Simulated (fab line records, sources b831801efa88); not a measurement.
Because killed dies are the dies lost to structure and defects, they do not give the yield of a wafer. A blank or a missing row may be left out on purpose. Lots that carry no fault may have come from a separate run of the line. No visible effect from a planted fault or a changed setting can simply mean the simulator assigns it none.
Problem report in the 8D (eight disciplines) form, filled by code -- flow gf180mcu -- the parts of the form that need people (team, actions taken, sign-off) are left out

## 1. THE PROBLEM
Mean V2_CVD_00_THK at GF_V2_THK_MEAS_01: 571 nm over 6 wafers in 2 lots; fault-free wafers: 599 nm, standard deviation 5.6. Measured from the usual mean, that is -4.9 standard deviations.
Seen first at day 22 01:14 on film-metro-02, wafer L278.2. Wafers with a number at this step in the record: 39, from 13 lots. Rule for "out", or "out of limits": more than 4 standard deviations from the usual mean. The other wafers with a number count as sound.

## 2. WHAT IT IS, WHAT IT ISN'T
question,is,is not
which readings at this step,V2_CVD_00_THK,-
which lots,"L278, L280","L271, L272, L273, L274, L279, L284, L289, L290, L291, L292, L293"
which wafers of those lots,all that have a number,-
read on which gauges,"film-metro-02, film-metro-04",film-metro-03
when,from day 22 01:14,"up to then (12 sound wafers); but 21 sound wafers of L279, L284, L289, L290, L291, L292, L293 came after"

## 3. SUSPECTS, AND WHAT RULES EACH OUT
Counting: a tool at a process step up to the reading stays a suspect if it ran every lot that is out and no sound lot after the first of them.
- the gauge at GF_V2_THK_MEAS_01 is ruled out. 2 gauges (film-metro-02, film-metro-04) read the wafers that are out.
- hdpcvd-02 at GF_V2_CVD_00 (deposits SiO2, target thk 600 nm, time 100 s): kept. Every lot that is out went through it, starting with L278 (day 22 01:09), and after that it ran no sound lot; the last sound lot it ran before then is L274 (day 20 12:47).
Left after counting: hdpcvd-02 at GF_V2_CVD_00.

## 4. THE CAUSE (what the simulator had put in)
Site profile drift: hdpcvd-02, from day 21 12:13 on, at GF_V2_CVD_00. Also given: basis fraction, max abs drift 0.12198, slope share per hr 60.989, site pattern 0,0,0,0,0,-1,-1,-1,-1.
Only this tool survived the counting.

## 5. THE CHAIN OF EFFECTS, in route order
Rows list readings where the struck wafers' mean (over those with a number) sits beyond 3 standard deviations from the usual. Only readings for which the record gives a usual standard deviation are gone through. hours: the time from each lot's start at the first step in this table that gives one to its start at this step, as a median over the lots. sigmas: the change in usual standard deviations.
hours,step,reading,usual,on struck wafers,change,sigmas
0,GF_V2_THK_MEAS_01,V2_CVD_00_THK,599 nm,571,-28,-4.9
Later steps that measure or inspect, where all struck wafers having a row at the step show a number for every such reading and not one has moved that far: GF_V2_BOW_MEAS_05.

## 6. WHAT WOULD HAVE CAUGHT IT SOONER
The first out-of-limits reading at a measuring or inspecting step in this record came at day 22 01:14, 13 hours after the fault's start at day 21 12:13.
Of the lots that are out (2), L280 began GF_V2_CVD_00 on hdpcvd-02 after day 22 01:14. Putting the tool on hold at that point would have spared it.
